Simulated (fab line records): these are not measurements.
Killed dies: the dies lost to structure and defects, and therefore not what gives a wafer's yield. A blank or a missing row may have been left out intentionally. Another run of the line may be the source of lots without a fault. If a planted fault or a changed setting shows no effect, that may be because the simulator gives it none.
Problem report in the 8D (eight disciplines) form, filled by code -- flow sky130 -- the parts of the form that need people (team, actions taken, sign-off) are left out

## 1. WHAT WENT WRONG
Mean CONTACT_HDPCVD_THK at SKY_CONTACT_THK_MEAS_03: 500 nm over 3 wafers in 2 lots; fault-free wafers: 564 nm, standard deviation 4.6. That puts it -14 standard deviations away from the usual mean.
Seen first at day 34 03:07 on filmMetro-01, wafer L576.6. Wafers with a number at this step in the record: 31, from 11 lots. By rule, "out" or "out of limits" means more than 4 standard deviations away from the usual mean. All remaining wafers that have a number are taken as sound.

## 2. WHAT IT IS, AND WHAT IT ISN'T
question,is,is not
which readings at this step,CONTACT_HDPCVD_THK,-
which lots,"L576, L578","L567, L569, L570, L574, L586, L587, L588, L589, L590"
which wafers of those lots,"L576.6, L578.4, L578.6",L576.5
read on which gauges,filmMetro-01,"filmMetro-03, filmMetro-04"
when,from day 34 03:07,"up to then (13 sound wafers); but 15 sound wafers of L586, L587, L588, L589, L590 came after"

## 3. SUSPECTS, AND WHAT RULES EACH OUT
Counting: any tool at a process step up to the reading remains a suspect provided it ran every lot that is out. Sound lots after the first of them don't rule it out here, since some wafers of a struck lot are sound.
- the gauge at SKY_CONTACT_THK_MEAS_03 has been ruled out. All the wafers that are out were read on filmMetro-01, but those of them that SKY_CONTACT_HDPCVD_02 has rows for are out there too, on other tools.
- rieDiel-02 at SKY_LI_CONTACT_ETCH_15 (etches PSG in C4F8/O2/Ar, stops on Si, target depth 600 nm): kept. It ran every lot that is out, first L576 (day 33 00:45); its last sound lot up to then is L574 (day 32 07:04).
- hdpcvd-01 at SKY_CONTACT_HDPCVD_02 (deposits SiO2, target thk 565 nm, time 94.2 s): kept. It ran every lot that is out, first L576 (day 34 03:02); its last sound lot up to then is L570 (day 32 07:12). On those wafers its own readings are out: runLengthS.
- Within hdpcvd-01 at SKY_CONTACT_HDPCVD_02: the wafers that are out ran in chambers 0, 2; their sound lot-mates ran in chamber 1.
What counting leaves: rieDiel-02 at SKY_LI_CONTACT_ETCH_15 and hdpcvd-01 at SKY_CONTACT_HDPCVD_02.

## 4. THE CAUSE (what the simulator had put in)
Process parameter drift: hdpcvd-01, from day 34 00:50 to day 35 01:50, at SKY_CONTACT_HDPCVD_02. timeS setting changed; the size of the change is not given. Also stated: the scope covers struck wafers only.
2 suspects survive the count, and this tool is in that group.

## 5. THE EFFECT CHAIN, in route order
One row per reading whose mean, taken over the struck wafers that have a number, lies over 3 standard deviations from the usual. Only readings for which the record gives a usual standard deviation are gone through. hours: the time from each lot's start at the first step in this table that gives one to its start at this step, as a median over the lots. sigmas: the change in usual standard deviations.
hours,step,reading,usual,on struck wafers,change,sigmas
0,SKY_CONTACT_HDPCVD_02,runLengthS,122.3 s,111.4,-10.9,-20
0,SKY_CONTACT_THK_MEAS_03,CONTACT_HDPCVD_THK,564 nm,500,-64,-14
3,SKY_CONTACT_CMP_04,timeToEndpointS,83 s,56,-27,-8.6
It contains these process steps:
- SKY_CONTACT_HDPCVD_02: deposits SiO2, target thk 565 nm, time 94.2 s.
- SKY_CONTACT_CMP_04: polishes SiO2.
Later steps that measure or inspect, where all struck wafers having a row at the step show a number for every such reading and not one has moved that far: SKY_CONTACT_OVL_MEAS_15.

## 6. WHAT WOULD HAVE CAUGHT IT SOONER
2 hours passed between the start of the fault at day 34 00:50 and the first reading out of limits at a measuring or inspecting step in this record, taken at day 34 03:07.
At SKY_CONTACT_HDPCVD_02, the tool's own readings (runLengthS) were out on each struck wafer the step has a row for, so an alarm limit on them would have fired on the first such wafer.
Among the 2 lots that are out, L578 began SKY_CONTACT_HDPCVD_02 on hdpcvd-01 after day 34 03:07. A tool hold placed at that time would have kept it from harm.
